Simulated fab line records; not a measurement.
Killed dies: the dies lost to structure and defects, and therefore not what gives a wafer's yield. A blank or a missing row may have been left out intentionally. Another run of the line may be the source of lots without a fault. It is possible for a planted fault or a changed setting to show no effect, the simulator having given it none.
Comparing a struck lot with a sound one + flow sky130 + 22 steps out of a route of 708
Sound: the wafers L861.2, L861.4, L861.5. The struck wafers were L867.1, L867.4, L867.6. The cause comes at the end.
For every step that has rows: the tool of each side, followed by ch and its chambers, followed by its first start. Under that, the readings that differ: sound wafers + struck wafers + difference of the means + sigmas: that difference in standard deviations of wafers without a fault.
alike: words and numbers the same on both sides, and readings whose means are apart by under 2 such deviations; not compared: readings that were withheld, readings missing a value for some wafer, numbers with overlapping values and no deviation given by the record, and bounds like >300 which may hide the same value.
Wherever a step has rows on one side only, a row that says differs or no value, or a row with sigmas, the two part there. When numbers do not overlap yet have no deviation, they are printed without sigmas and do not part them. A reading missing from all wafers of one side parts the sides only when that side holds two or more wafers.

first, 1 step without rows for these wafers: SKY_LOCAL_INTERCONNECT_CLEAN_18 (cleans in O3/DIW).
SKY_CONTACT_CVD_00: deposits Si3N4, target thk 75 nm.
  sound on pecvd-04 ch 0,1, day 31 18:33; struck on pecvd-02 ch 0,1,2, day 34 06:41
  alike: heaterPowerOuterW, heaterPowerW
SKY_CONTACT_THK_MEAS_01:
  sound on filmMetro-01, day 31 18:35; struck on filmMetro-02, day 34 06:44
  alike: CONTACT_CVD_00_THK
then, 1 step without rows for these wafers: SKY_CONTACT_HDPCVD_02 (deposits SiO2, target thk 565 nm, time 94.2 s).
SKY_CONTACT_THK_MEAS_03:
  sound on filmMetro-04, day 31 18:43; struck on filmMetro-04, day 34 06:52
  alike: CONTACT_HDPCVD_THK
SKY_CONTACT_CMP_04: polishes SiO2.
  sound on cmp-02 ch 0,3, day 31 18:49; struck on cmp-01 ch 2,3, day 34 06:55
| reading           | sound          | struck         | difference | sigmas |
|-------------------|----------------|----------------|------------|--------|
| motorCurrentA (A) | 11.0 12.5 11.7 | 15.2 13.7 14.2 | +2.6       | +2     |
  alike: headPressurePsi, timeToEndpointS
SKY_CONTACT_BOW_MEAS_05:
  sound on filmMetro-02, day 31 19:05; struck on filmMetro-01, day 34 07:13
  alike: CONTACT_BOW
then, 5 steps without rows for these wafers: SKY_CONTACT_DEHYDRATE_06 (time 60 s); SKY_CONTACT_HMDS_07 (prime time 60 s); SKY_CONTACT_COAT_08 (resist thk 60 nm); SKY_CONTACT_COAT_09 (resist thk 450 nm); SKY_CONTACT_SOFTBAKE_10 (time 90 s).
SKY_CONTACT_EXPOSE_11: exposes mask CTM1, target cd 170 nm.
  sound on krfScanner-01 ch 0, day 32 08:49; struck on krfScanner-01 ch 0, day 34 20:10
| reading           | sound             | struck            | difference | sigmas |
|-------------------|-------------------|-------------------|------------|--------|
| exposureDoseMJCm2 | 38.07 38.05 38.03 | 36.29 36.34 36.31 | -1.74      | -42    |
  alike: mask
then, 2 steps without rows for these wafers: SKY_CONTACT_PEB_12; SKY_CONTACT_DEVELOP_13 (develop time 60 s).
SKY_CONTACT_CD_MEAS_14: the cd target is 170 nm.
  sound on cdSem-01, day 32 22:16; struck on cdSem-02, day 35 09:35
| reading   | sound             | struck            | difference | sigmas |
|-----------|-------------------|-------------------|------------|--------|
| cdNm (nm) | 170.9 170.9 170.7 | 161.9 163.4 161.9 | -8.4       | -6     |
  not compared: hold
SKY_CONTACT_OVL_MEAS_15:
  sound on overlay-02, day 32 22:22; struck on overlay-01, day 35 13:47
| reading | sound | struck                                                                  | difference                   | sigmas |
|---------|-------|-------------------------------------------------------------------------|------------------------------|--------|
| hold    | - - - | awaitDispo/4.1h/release awaitDispo/4.1h/release awaitDispo/4.1h/release | no value on the sound wafers |        |
  alike: CONTACT_OVL
SKY_CONTACT_ETCH_16: etches BARC in N2/H2, stops on SiO2, time 45.9 s, target depth 60 nm.
  sound on rieDiel-04 ch 0,2,3, day 32 22:24; struck on rieDiel-02 ch 0,1,2, day 35 13:49
| reading                 | sound           | struck            | difference | sigmas |
|-------------------------|-----------------|-------------------|------------|--------|
| model.CONTACT.cdNm (nm) | 171.4 170.7 172 | 161.3 161.7 161.7 | -9.8       |        |
  alike: drypumpMotorCurrentA, n2FlowSccm, oesProductAu, throttleValvePct
  not compared: rfHoursCounterH
SKY_CONTACT_ETCH_17: etches SiO2 in C4F8/O2/Ar, stops on Si3N4, target depth 340 nm.
  sound on rieDiel-04 ch 0,2,3, day 32 22:26; struck on rieDiel-02 ch 0,1,2, day 35 13:51
  alike: oesProductAu
SKY_CONTACT_ETCH_18: etches Si3N4 in CHF3/O2, stops on TiN, time 39 s, target depth 75 nm.
  sound: rieDiel-04 ch 0,2,3; struck: rieDiel-02 ch 0,1,2
| reading                 | sound           | struck            | difference | sigmas |
|-------------------------|-----------------|-------------------|------------|--------|
| model.CONTACT.cdNm (nm) | 171 171.1 171.9 | 161.4 161.6 161.4 | -9.9       |        |
  alike: drypumpMotorCurrentA, oesProductAu, throttleValvePct
  not compared: rfHoursCounterH
SKY_CONTACT_STRIP_19: strips in O2/N2.
  sound on plasmaAsher-02 ch 0, day 32 22:32; struck on plasmaAsher-04 ch 0,1, day 35 13:56
| reading                  | sound       | struck      | difference | sigmas |
|--------------------------|-------------|-------------|------------|--------|
| drypumpMotorCurrentA (A) | 6.6 6.6 6.6 | 5.4 4.8 5.3 | -1.4       | -3     |
  alike: n2FlowSccm, oesProductAu, stripTimeToEndpointS
  not compared: rfHoursCounterH
-- the record jumps here: 13 days lie between the struck wafers' starts before and after (it left off in module CONTACT and takes up again in module PAD_OPEN, whose first step shown is number 708 of the route) --
SKY_PAD_OPEN_PROBE_99:
  sound on prober-02, day 46 22:02; struck on prober-02, day 48 13:55
| reading                     | sound             | struck           | difference | sigmas |
|-----------------------------|-------------------|------------------|------------|--------|
| model.etest.mconChain.rcOhm | 16.24 16.91 16.61 | 19.1 18.34 17.58 | +1.8       |        |
  alike: killed_at_M0_to_M3, killed_at_M4_up, killedAtContacts, killedAtFrontEnd, killedAtOther, killedDies, killedOpen, killedShort

== WHERE THEY PART ==
First at SKY_CONTACT_CMP_04; last, within this record, at SKY_CONTACT_STRIP_19. Later steps at which nothing parts them and some readings are alike: SKY_PAD_OPEN_PROBE_99.

WHY: whatever the simulator had introduced
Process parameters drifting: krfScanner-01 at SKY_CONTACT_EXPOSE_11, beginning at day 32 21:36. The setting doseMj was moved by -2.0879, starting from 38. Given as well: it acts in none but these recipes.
